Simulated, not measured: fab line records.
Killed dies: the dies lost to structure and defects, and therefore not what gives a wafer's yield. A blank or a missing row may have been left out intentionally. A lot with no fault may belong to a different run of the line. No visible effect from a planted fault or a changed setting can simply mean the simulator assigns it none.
Which of the tools did it? / flow sky130 / 12 lots, 36 wafers sampled, at 2 steps of a route of 708

WHAT EACH GAUGE READ, for each wafer
SKY_VIA2_THK_MEAS_01. Usual: for VIA2_HDPCVD_THK the level is 1211 nm and the standard deviation is 13.
lot=L504; measured=day 34 22:52; on=film_metro-01; VIA2_HDPCVD_THK (nm)=1239 1224 1217; flag=
lot=L505; measured=day 35 13:05; on=film_metro-03; VIA2_HDPCVD_THK (nm)=1203 1214 1204; flag=
lot=L506; measured=day 37 05:25; on=film_metro-04; VIA2_HDPCVD_THK (nm)=1201 1213 1206; flag=
lot=L509; measured=day 37 21:35; on=film_metro-04; VIA2_HDPCVD_THK (nm)=1212 1223 1223; flag=
lot=L512; measured=day 38 14:47; on=film_metro-03; VIA2_HDPCVD_THK (nm)=1210 1210 1204; flag=
lot=L516; measured=day 39 09:37; on=film_metro-04; VIA2_HDPCVD_THK (nm)=1233 1243 1238; flag=
lot=L520; measured=day 40 06:26; on=film_metro-01; VIA2_HDPCVD_THK (nm)=1215 1215 1215; flag=
lot=L521; measured=day 40 14:17; on=film_metro-01; VIA2_HDPCVD_THK (nm)=1213 1201 1209; flag=
lot=L523; measured=day 41 09:53; on=film_metro-03; VIA2_HDPCVD_THK (nm)=1219 1205 1220; flag=
lot=L524; measured=day 41 15:23; on=film_metro-03; VIA2_HDPCVD_THK (nm)=1227 1218 1203; flag=
lot=L525; measured=day 41 18:42; on=film_metro-03; VIA2_HDPCVD_THK (nm)=1212 1215 1221; flag=
lot=L526; measured=day 42 01:27; on=film_metro-03; VIA2_HDPCVD_THK (nm)=1208 1214 1203; flag=

SKY_VIA2_OVL_MEAS_13. Usual: for VIA2_OVL the level is -1 nm and the standard deviation is 5.2.
lot=L504; measured=day 36 01:29; on=overlay-02; VIA2_OVL (nm)=4 -3 1; flag=
lot=L505; measured=day 36 16:11; on=overlay-02; VIA2_OVL (nm)=-3 4 3; flag=
lot=L506; measured=day 38 08:21; on=overlay-01; VIA2_OVL (nm)=-2 2 2; flag=
lot=L509; measured=day 38 23:58; on=overlay-01; VIA2_OVL (nm)=-9 -2 -3; flag=
lot=L512; measured=day 39 16:00; on=overlay-02; VIA2_OVL (nm)=3 -4 -1; flag=
lot=L516; measured=day 40 10:19; on=overlay-02; VIA2_OVL (nm)=4 5 7; flag=
lot=L520; measured=day 41 07:11; on=overlay-02; VIA2_OVL (nm)=4 -1 4; flag=
lot=L521; measured=day 41 15:08; on=overlay-01; VIA2_OVL (nm)=-2 0 4; flag=
lot=L523; measured=day 42 10:08; on=overlay-01; VIA2_OVL (nm)=1 -3 -3; flag=
lot=L524; measured=day 42 15:23; on=overlay-01; VIA2_OVL (nm)=-2 -1 -1; flag=
lot=L525; measured=day 42 18:01; on=overlay-02; VIA2_OVL (nm)=-5 0 -1; flag=
lot=L526; measured=day 43 01:08; on=overlay-01; VIA2_OVL (nm)=-1 -2 -5; flag=

WHICH TOOL RAN EACH LOT (tool, then ch and the chambers of the sampled wafers, then the start)
Record: no process step prior to these readings.

AS READ BY THE TOOLS THEMSELVES (means over the sampled wafers that have a number; for cases with no such wafer, the mark the record gives instead)
The record holds no such reading with a usual standard deviation.

THE ANSWER, worked out from the rows above alone
Rule: a lot is off if the mean of its wafers that have a number lies more than 3 standard deviations from the usual mean. A lot without any number at a reading at which 4 lots or more have one is off too. The other lots that the step has rows for count as sound. First the gauges in route order, then the tools' own readings, where a lot's mean is used as printed above. At the first step where some lot is off, the reading lying furthest off is the one used; lots without a number count as furthest.
No lot is off on any of the readings shown, so nothing can be concluded from this.

WHAT HAD BEEN PUT IN BY THE SIMULATOR
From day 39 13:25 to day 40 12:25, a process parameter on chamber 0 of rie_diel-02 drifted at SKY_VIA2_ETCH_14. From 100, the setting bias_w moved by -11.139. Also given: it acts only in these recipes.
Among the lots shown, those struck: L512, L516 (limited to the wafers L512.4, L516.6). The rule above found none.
